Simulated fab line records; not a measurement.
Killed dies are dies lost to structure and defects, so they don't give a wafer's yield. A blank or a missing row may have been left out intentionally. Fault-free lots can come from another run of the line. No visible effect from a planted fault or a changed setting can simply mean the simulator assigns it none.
fab line records	flow sky130	part 1 of 2: steps 1 to 25 of 37
record lots=5	wafers=15	last_day=50
route steps=708 shown SONOS_TUNNEL@163 SONOS_ONO@168 GATE_OXIDE@187
lots untouched by any fault: they come from a run of this same line in which no faults occurred
start_h: hours from the record's opening day to when the first of the lot's shown wafers began	wait_h: how many hours have passed since the lot's step before this one	" the same as in the row above	L1.1+2: several wafers, shown together as one row	- either no value or no given start	* or withheld: withheld	< > ~ a bound
route shown NAME@n: a module of which the file shows steps, and the number in the route of the first	usual: mean/standard deviation of fault-free wafers	same: alike in all rows	chamber/n: place in a boat	sites: each site's reading	_std_site: their standard deviation	_edge_site: inner sites' mean taken away from outer sites' mean	radius_mm: how far each site lies from the wafer's centre	mask NAME#n: copy n	behind: the most recent tool/chamber to have shaped the wafer	hold: cause of the lot's hold/its duration in hours/its outcome	device: names the non-switching transistor (n, p or np)	end of line: tests run on the same wafers once the route is complete	a step with no rows: only its recipe	killed: not the wafer's yield, but the dies lost to structure and defects at the first sort	map: a wafer's dies, x killed, . not, _ none there
set.NAME: the setting as run; set.NAME@STEP: as run at that earlier step	model.NAME: the simulator's own value behind a step, which no gauge read
a table for each step, a row for each wafer; lots at some steps of the route
services: from which hour (start_h, from the record's first day; less than 0 if before it) a tool's chamber was out of use, for how many hours, and why
## steps
# step SKY_SONOS_TUNNEL_IMPLANT_09
# recipe species=B	energy_kev=20	dose_cm2=1e+12	tilt_deg=withheld
lot.wafer	tool	chamber	start_h	wait_h
L084.2+3+5	implanter-01	0	321.11	0.0
L088.2+3+5	implanter-01	0	355.73	0.0
L090.3+4+6	implanter-04	0	368.85	0.1
L096.1+4+6	implanter-01	0	422.75	0.0
L097.2+3+4	implanter-04	0	426.01	0.0
# step SKY_SONOS_TUNNEL_WET_ETCH_10
# recipe chemistry=dHF	target_depth_nm=14	target=SiO2	dilution=100:1	temp_c=25	time_s=280
# usual temp_c=24.98/0.1
lot.wafer	tool	chamber	start_h	wait_h	temp_c
L084.2	wet_bench-02	2	321.24	0.1	24.90
L084.3	"	2	"	"	24.89
L084.5	"	2	"	"	25.02
L088.2	wet_bench-01	1	355.85	0.1	25.02
L088.3	"	1	"	"	25.09
L088.5	"	1	"	"	24.87
L090.3	wet_bench-01	0	368.95	0.1	25.11
L090.4	"	0	"	"	24.98
L090.6	"	0	"	"	25.03
L096.1	wet_bench-01	1	422.90	0.1	24.87
L096.4	"	1	"	"	25.01
L096.6	"	1	"	"	24.94
L097.2	wet_bench-02	2	426.14	0.1	24.92
L097.3	"	2	"	"	24.99
L097.4	"	2	"	"	25.02
# step SKY_SONOS_TUNNEL_STRIP_11
# recipe chemistry=SPM	time_s=600	temp_c=130
# usual temp_c=129.99/0.15
lot.wafer	tool	chamber	start_h	wait_h	temp_c
L084.2	wet_bench-03	1	321.33	0.0	129.83
L084.3	"	1	"	"	129.93
L084.5	"	1	"	"	130.00
L088.2	wet_bench-02	2	355.95	0.0	129.86
L088.3	"	2	"	"	129.85
L088.5	"	2	"	"	129.97
L090.3	wet_bench-02	1	369.04	0.0	129.88
L090.4	"	1	"	"	130.02
L090.6	"	1	"	"	129.83
L096.1	wet_bench-03	0	422.99	0.0	130.00
L096.4	"	0	"	"	129.87
L096.6	"	0	"	"	129.97
L097.2	wet_bench-03	2	426.22	0.0	129.88
L097.3	"	2	"	"	129.75
L097.4	"	2	"	"	129.91
# step SKY_SONOS_TUNNEL_TW_MEAS_12
# usual SONOS_TUNNEL_TW=199.7/1.8
lot.wafer	tool	chamber	start_h	wait_h	SONOS_TUNNEL_TW
L084.2	film_metro-04	-	321.51	0.0	198.5
L084.3	"	-	"	"	197.7
L084.5	"	-	"	"	197.6
L088.2	film_metro-02	-	356.13	0.0	198.5
L088.3	"	-	"	"	198.9
L088.5	"	-	"	"	198.2
L090.3	film_metro-04	-	369.23	0.0	199.0
L090.4	"	-	"	"	198.5
L090.6	"	-	"	"	198.5
L096.1	film_metro-03	-	423.16	0.0	199.9
L096.4	"	-	"	"	199.9
L096.6	"	-	"	"	198.2
L097.2	film_metro-02	-	426.41	0.0	196.6
L097.3	"	-	"	"	196.4
L097.4	"	-	"	"	196.2
# step SKY_SONOS_TUNNEL_CLEAN_13
# recipe chemistry=dHF	time_s=20	dilution=100:1	dry=ipa_marangoni
lot.wafer	tool	chamber	start_h	wait_h
L084.2+3+5	wet_bench-01	3	321.56	0.0
L088.2+3+5	wet_bench-03	3	356.18	0.0
L090.3+4+6	wet_bench-02	3	369.27	0.0
L096.1+4+6	wet_bench-02	2	423.22	0.1
L097.2+3+4	wet_bench-02	1	426.46	0.0
# step SKY_SONOS_ONO_OXIDATION_00
# recipe temp_c=800	ambient=O2	idle_temp_c=700	ramp_up_c_per_min=10	ramp_down_c_per_min=3	stabilise_s=600	purge_s=300	target_thk_a=26	ox_time_s=1249
# usual spike_tc_bottom_C=823.8/1.4	zone_power_lower_pct=15.0/0.58	zone_power_upper_pct=13.2/0.68
lot.wafer	tool	chamber	start_h	wait_h	spike_tc_bottom_C	zone_power_lower_pct	zone_power_upper_pct
L084.2	furnace-01	0	323.55	2.0	822.4	15.7	12.4
L084.3	"	0	"	"	822.4	15.5	12.5
L084.5	"	0	"	"	823.2	15.4	12.5
L088.2	furnace-01	0	357.37	1.2	822.2	15.7	12.5
L088.3	"	0	"	"	824.6	15.8	12.4
L088.5	"	0	"	"	820.7	15.7	12.7
L090.3	furnace-02	0	370.52	1.2	824.7	14.7	13.9
L090.4	"	0	"	"	824.4	14.5	13.6
L090.6	"	0	"	"	823.8	14.4	13.9
L096.1	furnace-02	0	424.28	1.0	824.7	14.6	14.0
L096.4	"	0	"	"	823.9	14.5	13.8
L096.6	"	0	"	"	822.2	14.4	13.6
L097.2	furnace-02	0	428.55	2.1	825.1	14.6	13.9
L097.3	"	0	"	"	824.0	14.6	13.8
L097.4	"	0	"	"	824.9	14.7	14.0
# step SKY_SONOS_ONO_THK_MEAS_01
# recipe reads=SiO2_of_SONOS_ONO_OXIDATION_00
# usual SONOS_ONO_OXIDATION_THK=2.62/0.053
lot.wafer	tool	chamber	start_h	wait_h	SONOS_ONO_OXIDATION_THK[nm]
L084.2	film_metro-01	-	324.91	0.0	2.54
L084.3	"	-	"	"	2.61
L084.5	"	-	"	"	2.58
L088.2	film_metro-01	-	358.73	0.0	2.62
L088.3	"	-	"	"	2.58
L088.5	"	-	"	"	2.62
L090.3	film_metro-03	-	371.89	0.0	2.68
L090.4	"	-	"	"	2.66
L090.6	"	-	"	"	2.66
L096.1	film_metro-01	-	425.63	0.0	2.60
L096.4	"	-	"	"	2.56
L096.6	"	-	"	"	2.61
L097.2	film_metro-03	-	429.91	0.0	2.60
L097.3	"	-	"	"	2.58
L097.4	"	-	"	"	2.64
# step SKY_SONOS_ONO_CVD_02
# recipe material=Si3N4	precursor=DCS/NH3	target_thk_nm=10.5	temp_c=770	time_s=180	pressure_mtorr=250
# usual spike_tc_bottom_C=792.2/1.8	zone_power_lower_pct=13.5/0.45	zone_power_upper_pct=13.0/0.5
lot.wafer	tool	chamber	start_h	wait_h	spike_tc_bottom_C	zone_power_lower_pct	zone_power_upper_pct
L084.2	lpcvd-02	0	324.96	0.0	789.9	13.0	12.5
L084.3	"	0	"	"	789.9	13.1	12.4
L084.5	"	0	"	"	789.9	13.2	12.3
L088.2	lpcvd-02	1	360.58	1.8	793.8	13.9	13.4
L088.3	"	1	"	"	793.2	14.1	13.4
L088.5	"	1	"	"	791.4	13.7	13.3
L090.3	lpcvd-02	0	372.20	0.3	791.6	12.9	12.6
L090.4	"	0	"	"	790.8	13.1	12.7
L090.6	"	0	"	"	790.5	12.9	12.4
L096.1	lpcvd-02	1	425.69	0.1	793.0	13.7	13.4
L096.4	"	1	"	"	792.5	13.8	13.1
L096.6	"	1	"	"	793.1	14.0	13.4
L097.2	lpcvd-02	0	431.11	1.2	789.2	13.1	12.1
L097.3	"	0	"	"	789.4	12.9	12.4
L097.4	"	0	"	"	789.5	13.0	12.5
# step SKY_SONOS_ONO_THK_MEAS_03
# recipe reads=Si3N4_of_SONOS_ONO_CVD_02
# usual SONOS_ONO_CVD_02_THK=10.38/0.14
lot.wafer	tool	chamber	start_h	wait_h	SONOS_ONO_CVD_02_THK[nm]
L084.2	film_metro-01	-	326.02	0.0	10.35
L084.3	"	-	"	"	10.42
L084.5	"	-	"	"	10.36
L088.2	film_metro-04	-	361.64	0.0	10.25
L088.3	"	-	"	"	10.38
L088.5	"	-	"	"	10.25
L090.3	film_metro-04	-	373.80	0.0	10.63
L090.4	"	-	"	"	10.57
L090.6	"	-	"	"	10.64
L096.1	film_metro-01	-	426.74	0.0	10.37
L096.4	"	-	"	"	10.36
L096.6	"	-	"	"	10.40
L097.2	film_metro-01	-	432.17	0.0	10.42
L097.3	"	-	"	"	10.48
L097.4	"	-	"	"	10.49
# step SKY_SONOS_ONO_CVD_04
# recipe material=SiO2	precursor=SiH4/N2O	target_thk_nm=5.7199	temp_c=900	pressure_mtorr=400
# usual spike_tc_bottom_C=915/3.2	zone_power_lower_pct=16.5/0.88	zone_power_upper_pct=19.8/1.6
lot.wafer	tool	chamber	start_h	wait_h	spike_tc_bottom_C	zone_power_lower_pct	zone_power_upper_pct
L084.2	lpcvd-03	1	326.07	0.0	913	15.8	18.4
L084.3	"	1	"	"	913	15.6	18.4
L084.5	"	1	"	"	911	15.5	18.4
L088.2	lpcvd-03	0	361.69	0.0	918	17.6	21.1
L088.3	"	0	"	"	919	17.5	21.5
L088.5	"	0	"	"	917	17.4	21.7
L090.3	lpcvd-03	1	373.84	0.0	912	15.6	17.9
L090.4	"	1	"	"	912	15.9	18.2
L090.6	"	1	"	"	913	15.7	18.1
L096.1	lpcvd-03	1	426.80	0.1	913	15.8	18.3
L096.4	"	1	"	"	912	15.8	18.0
L096.6	"	1	"	"	911	15.8	18.5
L097.2	lpcvd-03	1	432.22	0.0	913	15.4	18.2
L097.3	"	1	"	"	912	15.2	18.2
L097.4	"	1	"	"	912	15.8	18.1
# step SKY_SONOS_ONO_THK_MEAS_05
# recipe reads=SiO2_of_SONOS_ONO_CVD_04
# usual SONOS_ONO_CVD_04_THK=5.66/0.12
lot.wafer	tool	chamber	start_h	wait_h	SONOS_ONO_CVD_04_THK[nm]
L084.2	film_metro-03	-	327.33	0.0	5.74
L084.3	"	-	"	"	5.70
L084.5	"	-	"	"	5.68
L088.2	film_metro-01	-	362.95	0.0	5.89
L088.3	"	-	"	"	5.84
L088.5	"	-	"	"	5.91
L090.3	film_metro-03	-	375.73	0.0	5.79
L090.4	"	-	"	"	5.72
L090.6	"	-	"	"	5.80
L096.1	film_metro-04	-	428.05	0.0	5.64
L096.4	"	-	"	"	5.56
L096.6	"	-	"	"	5.66
L097.2	film_metro-04	-	433.48	0.0	5.63
L097.3	"	-	"	"	5.56
L097.4	"	-	"	"	5.58
# step SKY_SONOS_ONO_DEHYDRATE_06
# recipe temp_c=200	time_s=60
# usual heater_power_total_W=160.35/0.12
lot.wafer	tool	chamber	start_h	wait_h	heater_power_total_W
L084.2	litho_track-03	0	340.06	12.7	160.39
L084.3	"	0	"	"	160.39
L084.5	"	0	"	"	160.41
L088.2	litho_track-03	0	376.66	13.7	160.30
L088.3	"	0	"	"	160.33
L088.5	"	0	"	"	160.32
L090.3	litho_track-04	0	388.85	13.1	160.31
L090.4	"	0	"	"	160.49
L090.6	"	0	"	"	160.32
L096.1	litho_track-04	0	443.15	15.1	160.37
L096.4	"	0	"	"	160.30
L096.6	"	0	"	"	160.54
L097.2	litho_track-03	0	448.51	15.0	160.36
L097.3	"	0	"	"	160.34
L097.4	"	0	"	"	160.40
# step SKY_SONOS_ONO_HMDS_07
# recipe prime_time_s=60	prime_temp_c=120
lot.wafer	tool	chamber	start_h	wait_h
L084.2+3+5	litho_track-03	0	340.21	0.1
L088.2+3+5	litho_track-03	0	376.81	0.1
L090.3+4+6	litho_track-04	0	389.00	0.1
L096.1+4+6	litho_track-04	0	443.30	0.1
L097.2+3+4	litho_track-03	0	448.66	0.1
# step SKY_SONOS_ONO_COAT_08
# recipe resist=NOVOLAK	spin_rpm=3000	resist_thk_nm=1140
lot.wafer	tool	chamber	start_h	wait_h
L084.2+3+5	litho_track-03	0	340.36	0.1
L088.2+3+5	litho_track-03	0	376.96	0.1
L090.3+4+6	litho_track-04	0	389.15	0.1
L096.1+4+6	litho_track-04	0	443.45	0.1
L097.2+3+4	litho_track-03	0	448.81	0.1
# step SKY_SONOS_ONO_SOFTBAKE_09
# recipe temp_c=90	time_s=60	resist=NOVOLAK
# usual heater_power_total_W=56.60/0.04
lot.wafer	tool	chamber	start_h	wait_h	heater_power_total_W
L084.2	litho_track-03	0	340.51	0.1	56.59
L084.3	"	0	"	"	56.60
L084.5	"	0	"	"	56.59
L088.2	litho_track-03	0	377.11	0.1	56.56
L088.3	"	0	"	"	56.59
L088.5	"	0	"	"	56.53
L090.3	litho_track-04	0	389.30	0.1	56.61
L090.4	"	0	"	"	56.54
L090.6	"	0	"	"	56.61
L096.1	litho_track-04	0	443.60	0.1	56.57
L096.4	"	0	"	"	56.59
L096.6	"	0	"	"	56.58
L097.2	litho_track-03	0	448.96	0.1	56.60
L097.3	"	0	"	"	56.59
L097.4	"	0	"	"	56.64
# step SKY_SONOS_ONO_EXPOSE_10
# recipe mask_id=ONOM	target_cd_nm=410	na=0.6	source_shape=conventional	sigma_outer=0.6	dose_mj=150
# usual focus_offset_nm=0.1/0.56
lot.wafer	tool	chamber	start_h	wait_h	mask	focus_offset_nm
L084.2	iline_stepper-02	0	-	-	ONOM#0	0.3
L084.3	"	0	"	"	ONOM#0	0.4
L084.5	"	0	"	"	ONOM#0	0.1
L088.2	iline_stepper-01	0	-	-	ONOM#0	-0.2
L088.3	"	0	"	"	ONOM#0	-0.1
L088.5	"	0	"	"	ONOM#0	-0.5
L090.3	iline_stepper-01	0	-	-	ONOM#0	0.9
L090.4	"	0	"	"	ONOM#0	0.0
L090.6	"	0	"	"	ONOM#0	0.0
L096.1	iline_stepper-02	0	-	-	ONOM#0	-0.4
L096.4	"	0	"	"	ONOM#0	-0.5
L096.6	"	0	"	"	ONOM#0	-0.8
L097.2	iline_stepper-01	0	-	-	ONOM#0	-1.0
L097.3	"	0	"	"	ONOM#0	-0.5
L097.4	"	0	"	"	ONOM#0	-0.6
# step SKY_SONOS_ONO_PEB_11
# recipe temp_c=withheld	time_s=*	resist=NOVOLAK
lot.wafer	tool	chamber	start_h	wait_h
L084.2+3+5	litho_track-03	0	-	-
L088.2+3+5	litho_track-03	0	-	-
L090.3+4+6	litho_track-04	0	-	-
L096.1+4+6	litho_track-04	0	-	-
L097.2+3+4	litho_track-04	0	-	-
# step SKY_SONOS_ONO_DEVELOP_12
# recipe develop_time_s=60	dev_temp_c=23
lot.wafer	tool	chamber	start_h	wait_h
L084.2+3+5	litho_track-03	0	354.16	0.1
L088.2+3+5	litho_track-03	0	390.96	0.1
L090.3+4+6	litho_track-04	0	403.60	0.1
L096.1+4+6	litho_track-04	0	458.85	0.1
L097.2+3+4	litho_track-04	0	464.07	0.1
# step SKY_SONOS_ONO_CD_MEAS_13
# recipe target_cd_nm=410
# usual cd_nm=410.0/2.4
lot.wafer	tool	chamber	start_h	wait_h	cd_nm
L084.2	cd_sem-01	-	354.31	0.1	413.2
L084.3	"	-	"	"	415.2
L084.5	"	-	"	"	412.5
L088.2	cd_sem-02	-	391.11	0.1	407.7
L088.3	"	-	"	"	409.4
L088.5	"	-	"	"	407.5
L090.3	cd_sem-02	-	403.74	0.1	412.5
L090.4	"	-	"	"	411.3
L090.6	"	-	"	"	412.6
L096.1	cd_sem-02	-	459.00	0.1	406.6
L096.4	"	-	"	"	407.9
L096.6	"	-	"	"	407.8
L097.2	cd_sem-01	-	464.22	0.1	410.6
L097.3	"	-	"	"	410.0
L097.4	"	-	"	"	409.3
# step SKY_SONOS_ONO_OVL_MEAS_14
# usual SONOS_ONO_OVL=-0.2/1.5
lot.wafer	tool	chamber	start_h	wait_h	SONOS_ONO_OVL[nm]
L084.2	overlay-02	-	354.41	0.1	-0.6
L084.3	"	-	"	"	1.1
L084.5	"	-	"	"	-1.1
L088.2	overlay-01	-	391.21	0.1	1.2
L088.3	"	-	"	"	0.6
L088.5	"	-	"	"	2.5
L090.3	overlay-02	-	403.83	0.1	3.3
L090.4	"	-	"	"	2.5
L090.6	"	-	"	"	1.0
L096.1	overlay-01	-	459.12	0.1	-1.7
L096.4	"	-	"	"	-1.3
L096.6	"	-	"	"	-2.0
L097.2	overlay-01	-	464.32	0.1	-0.9
L097.3	"	-	"	"	-1.5
L097.4	"	-	"	"	-1.0
# step SKY_SONOS_ONO_ETCH_15
# recipe target_depth_nm=19.52	chemistry=CHF3/O2	source_w=600	bias_w=200	pressure_mtorr=40	chf3_flow_sccm=50	O2_flow_sccm=5	time_s=7.8
# usual drypump_motor_current_A=5.7/0.41	oes_product_au=1.001/0.0079	throttle_valve_pct=8.825/0.0097
lot.wafer	tool	chamber	start_h	wait_h	drypump_motor_current_A	oes_product_au	rf_hours_counter_h	throttle_valve_pct
L084.2	rie_diel-02	3	354.44	0.0	5.6	1.010	103	8.827
L084.3	"	1	"	"	5.6	0.992	22	8.826
L084.5	"	0	"	"	5.5	0.992	-	8.822
L088.2	rie_diel-04	2	391.24	0.0	5.6	0.997	6	8.839
L088.3	"	3	"	"	5.5	1.000	14	8.826
L088.5	"	3	"	"	5.5	1.002	-	8.816
L090.3	rie_diel-02	3	403.85	0.0	5.7	1.003	104	8.836
L090.4	"	0	"	"	5.6	0.993	33	8.805
L090.6	"	1	"	"	5.6	0.996	-	8.808
L096.1	rie_diel-02	0	459.15	0.0	5.6	0.996	34	8.817
L096.4	"	3	"	"	5.6	1.001	0	8.823
L096.6	"	1	"	"	5.6	0.995	-	8.817
L097.2	rie_diel-02	0	464.35	0.0	5.5	0.996	34	8.824
L097.3	"	2	"	"	6.5	1.007	2	8.822
L097.4	"	3	"	"	5.6	0.990	0	8.829
# step SKY_SONOS_ONO_WET_ETCH_16
# recipe chemistry=dHF	target_depth_nm=14	dry=n2_spin	target=SiO2	dilution=100:1	temp_c=25	time_s=280
# usual temp_c=25.00/0.12
lot.wafer	tool	chamber	start_h	wait_h	temp_c
L084.2	wet_bench-02	0	354.47	0.0	24.92
L084.3	"	0	"	"	24.96
L084.5	"	0	"	"	25.02
L088.2	wet_bench-02	1	391.27	0.0	24.91
L088.3	"	1	"	"	25.01
L088.5	"	1	"	"	24.87
L090.3	wet_bench-03	3	403.87	0.0	25.18
L090.4	"	3	"	"	25.10
L090.6	"	3	"	"	25.05
L096.1	wet_bench-02	0	459.17	0.0	24.97
L096.4	"	0	"	"	25.08
L096.6	"	0	"	"	24.98
L097.2	wet_bench-04	0	464.37	0.0	25.30
L097.3	"	0	"	"	25.04
L097.4	"	0	"	"	25.11
# step SKY_SONOS_ONO_STRIP_17
# recipe chemistry=O2/N2	power_w=1400	pressure_mtorr=1500	platen_temp_c=withheld	o2_flow_sccm=3000	n2_flow_sccm=300	overash_fraction=0.5
# usual drypump_motor_current_A=5.7/0.45	o2_flow_sccm=3001/8.6	oes_product_au=0.710/0.005	strip_time_to_endpoint_s=14.10/0.043
lot.wafer	tool	chamber	start_h	wait_h	drypump_motor_current_A	o2_flow_sccm	oes_product_au	rf_hours_counter_h	strip_time_to_endpoint_s
L084.2	plasma_asher-01	0	354.55	0.0	6.1	2996	0.713	70	14.13
L084.3	"	0	"	"	6.1	3008	0.719	-	14.10
L084.5	"	0	"	"	6.1	3005	0.720	-	14.13
L088.2	plasma_asher-02	0	391.44	0.0	5.6	3004	0.712	71	14.17
L088.3	"	1	"	"	6.4	3002	0.715	-	14.15
L088.5	"	1	"	"	6.4	3009	0.711	-	14.11
L090.3	plasma_asher-02	0	403.99	0.0	5.6	3021	0.706	-	14.09
L090.4	"	1	"	"	6.4	2995	0.698	-	14.12
L090.6	"	0	"	"	5.6	2997	0.709	-	14.08
L096.1	plasma_asher-01	0	459.26	0.0	6.1	3012	0.708	3	14.03
L096.4	"	1	"	"	5.9	3004	0.719	-	14.08
L096.6	"	1	"	"	5.9	2996	0.709	-	14.06
L097.2	plasma_asher-03	0	464.46	0.0	5.3	3004	0.707	61	14.18
L097.3	"	0	"	"	5.3	3001	0.716	-	14.09
L097.4	"	1	"	"	5.2	2997	0.701	-	14.08
# step SKY_SONOS_ONO_WET_ETCH_18
# recipe chemistry=H3PO4	target_depth_nm=15	target=Si3N4	temp_c=160	time_s=172
# usual temp_c=160.04/0.15
lot.wafer	tool	chamber	start_h	wait_h	temp_c
L084.2	wet_bench-04	3	354.65	0.1	160.08
L084.3	"	3	"	"	160.21
L084.5	"	3	"	"	160.06
L088.2	wet_bench-04	2	391.54	0.1	160.12
L088.3	"	2	"	"	160.22
L088.5	"	2	"	"	160.11
L090.3	wet_bench-02	3	404.06	0.0	159.59
L090.4	"	3	"	"	159.93
L090.6	"	3	"	"	160.10
L096.1	wet_bench-04	0	459.36	0.1	160.04
L096.4	"	0	"	"	159.72
L096.6	"	0	"	"	159.86
L097.2	wet_bench-02	1	464.56	0.1	160.21
L097.3	"	1	"	"	160.06
L097.4	"	1	"	"	160.14
# step SKY_GATE_OXIDE_CLEAN_00
# recipe chemistry=SC1/SC2	mix=1:4:20	temp_c=70	time_s=150	dry=n2_spin
# usual temp_c=70.01/0.12
lot.wafer	tool	chamber	start_h	wait_h	temp_c
L084.2	wet_bench-02	2	354.71	0.0	70.06
L084.3	"	2	"	"	69.99
L084.5	"	2	"	"	70.04
L088.2	wet_bench-02	3	391.59	0.0	70.18
L088.3	"	3	"	"	70.14
L088.5	"	3	"	"	70.16
L090.3	wet_bench-03	2	404.12	0.0	70.22
L090.4	"	2	"	"	69.97
L090.6	"	2	"	"	70.11
L096.1	wet_bench-03	3	459.42	0.0	70.16
L096.4	"	3	"	"	70.05
L096.6	"	3	"	"	69.95
L097.2	wet_bench-04	3	464.62	0.0	70.09
L097.3	"	3	"	"	70.22
L097.4	"	3	"	"	70.18
